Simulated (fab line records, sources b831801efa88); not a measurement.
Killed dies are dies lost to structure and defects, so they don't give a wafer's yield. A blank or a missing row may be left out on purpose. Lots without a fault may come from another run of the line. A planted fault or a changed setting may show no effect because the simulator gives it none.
A struck lot beside a sound one | flow gf180mcu | 21 steps out of a route of 602
Sound: wafers L670.1, L670.3, L670.5. Struck: wafers L681.1, L681.5, L681.6. The cause comes at the end.
At each step with rows: each side's tool, then ch and its chambers, then its first start. Under that, the readings that differ: sound wafers | struck wafers | difference of the means | sigmas: that difference in standard deviations of wafers without a fault.
alike: readings whose means differ by less than 2 such deviations, and words and numbers that are the same on both sides. not compared: withheld readings, readings that some wafer has no value for, bounds like >300 that may hide the same value, and numbers for which the record gives no deviation and whose values overlap.
The two part at a step that has a row with sigmas, a row that says differs or no value, or rows on one side only. Numbers that don't overlap but have no deviation are shown without sigmas and don't part them. A reading that every wafer of one side lacks parts them only if that side has two wafers or more.

first, 3 steps without rows for these wafers: GF_HV_LDD_EXPOSE_04 (exposes mask Nplus LV AREA, target cd 400 nm); GF_HV_LDD_PEB_05; GF_HV_LDD_DEVELOP_06 (develop time 60 s).
GF_HV_LDD_CD_MEAS_07: target cd 400 nm.
  sound on cd_sem-02, day 10 06:59; struck on cd_sem-02, day 13 14:11
  alike: cd_nm
GF_HV_LDD_OVL_MEAS_08:
  sound on overlay-02, day 10 07:06; struck on overlay-01, day 13 14:18
  alike: HV_LDD_OVL
then, 1 step without rows for these wafers: GF_HV_LDD_IMPLANT_09.
GF_HV_LDD_STRIP_10: strips in O2/N2.
  sound on plasma_asher-02 ch 0,1, day 10 07:17; struck on plasma_asher-03 ch 0,1, day 13 14:29
  alike: drypump_motor_current_A, heater_power_w, oes_product_au, strip_time_to_endpoint_s
  not compared: rf_hours_counter_h
GF_HV_LDD_TW_MEAS_11:
  sound on film_metro-02, day 10 07:23; struck on film_metro-04, day 13 14:35
  alike: HV_LDD_TW
then, 4 steps without rows for these wafers: GF_HV_LDD_DEHYDRATE_12 (time 60 s); GF_HV_LDD_HMDS_13 (prime time 60 s); GF_HV_LDD_COAT_14 (resist thk 1000 nm); GF_HV_LDD_SOFTBAKE_15 (time 60 s).
GF_HV_LDD_EXPOSE_16: exposes mask Pplus LV AREA, target cd 400 nm.
  sound on iline_stepper-01 ch 0, day 10 16:40; struck on iline_stepper-02 ch 0, day 14 00:41
  reading | sound                                           | struck                                          | difference | sigmas
  mask    | Pplus_LV_AREA#0 Pplus_LV_AREA#0 Pplus_LV_AREA#0 | Nplus_LV_AREA#0 Nplus_LV_AREA#0 Nplus_LV_AREA#0 | differs    |
then, 2 steps without rows for these wafers: GF_HV_LDD_PEB_17; GF_HV_LDD_DEVELOP_18 (develop time 60 s).
GF_HV_LDD_CD_MEAS_19: target cd 400 nm.
  sound on cd_sem-02, day 11 01:49; struck on cd_sem-02, day 14 10:32
  reading    | sound             | struck | difference                    | sigmas
  cd_nm (nm) | 400.1 397.6 400.8 | - - -  | no value on the struck wafers |
GF_HV_LDD_OVL_MEAS_20:
  sound on overlay-02, day 11 01:56; struck on overlay-01, day 14 10:40
  reading            | sound       | struck | difference                    | sigmas
  HV_LDD_01_OVL (nm) | 0.0 1.3 2.0 | - - -  | no value on the struck wafers |
then, 1 step without rows for these wafers: GF_HV_LDD_IMPLANT_21.
GF_HV_LDD_STRIP_22: strips in O2/N2.
  sound on plasma_asher-04 ch 0,1, day 11 02:07; struck on plasma_asher-03 ch 0,1, day 14 10:50
  alike: drypump_motor_current_A, heater_power_w, oes_product_au, strip_time_to_endpoint_s
  not compared: rf_hours_counter_h
GF_HV_LDD_TW_MEAS_23:
  sound on film_metro-04, day 11 02:13; struck on film_metro-02, day 14 11:11
  reading     | sound          | struck   | difference | sigmas
  HV_LDD_2_TW | 1060 1053 1056 | 30 30 30 | -1026      | -99 or more
  not compared: hold
then, 1 step without rows for these wafers: GF_PASSIVATION_PROBE_99.

WHERE THEY PART
First at GF_HV_LDD_EXPOSE_16; last, within this record, at GF_HV_LDD_TW_MEAS_23.

WHY: what the simulator had put in
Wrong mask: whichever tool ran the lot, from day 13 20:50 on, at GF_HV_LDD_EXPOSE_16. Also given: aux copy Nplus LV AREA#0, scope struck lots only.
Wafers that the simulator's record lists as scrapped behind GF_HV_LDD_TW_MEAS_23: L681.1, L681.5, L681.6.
